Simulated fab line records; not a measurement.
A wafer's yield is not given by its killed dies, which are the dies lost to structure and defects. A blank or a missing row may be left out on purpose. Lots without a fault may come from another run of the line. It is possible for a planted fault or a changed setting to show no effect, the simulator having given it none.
Which tool did it?    flow sky130    6 lots, 18 wafers sampled, at 2 steps of a route of 708

WHAT THE GAUGES SHOWED, per wafer
SKY_METAL5_RS_MEAS_05: the measuring method here is four-point-probe.
lot   measured      on             METAL5_ALCU_RS (ohm/sq)
L688  day 43 10:36  film metro-04  0.0266 0.02693 0.02676
L690  day 44 03:14  film metro-03  0.02719 0.02726 0.02707
L693  day 44 21:40  film metro-02  0.0269 0.02691 0.02691
L696  day 45 09:53  film metro-04  0.02708 0.02737 0.02706
L705  day 47 19:54  film metro-02  0.02743 0.02732 0.02758
L708  day 48 09:07  film metro-04  0.02681 0.02689 0.02652

WHICH TOOL RAN EACH LOT (tool, then ch and the chambers of the sampled wafers, then the start)
lot   SKY_GATE_OXIDE_OXIDATION_16
L688  furnace-02 ch 0, day 14 08:47
L690  furnace-01 ch 0, day 15 05:56
L693  furnace-02 ch 0, day 16 06:44
L696  furnace-01 ch 0, day 17 00:57
L705  furnace-02 ch 0, day 20 12:25
L708  furnace-01 ch 0, day 21 07:02
- SKY_GATE_OXIDE_OXIDATION_16: stabilise 600 s, purge 300 s, target thk 3.57 nm.

THE ANSWER, worked out from the rows above alone
Rule: usual is defined by the lots themselves. Put in order of their means at a reading, lots are off if they are a third of the lots or fewer, leave a main group of 4 or more, and stand apart from it by a gap of 3 or more times the standard deviation of the main group's means; of several such gaps the widest counts. Not used: any main group whose means are identical at the precision the tables above print for the reading. Also off: a lot with no number at a reading for which 4 or more lots have one. The other lots that the step has rows for count as sound.
None of the lots is off at any reading shown; this tells nothing.

WHAT WAS PUT IN BY THE SIMULATOR
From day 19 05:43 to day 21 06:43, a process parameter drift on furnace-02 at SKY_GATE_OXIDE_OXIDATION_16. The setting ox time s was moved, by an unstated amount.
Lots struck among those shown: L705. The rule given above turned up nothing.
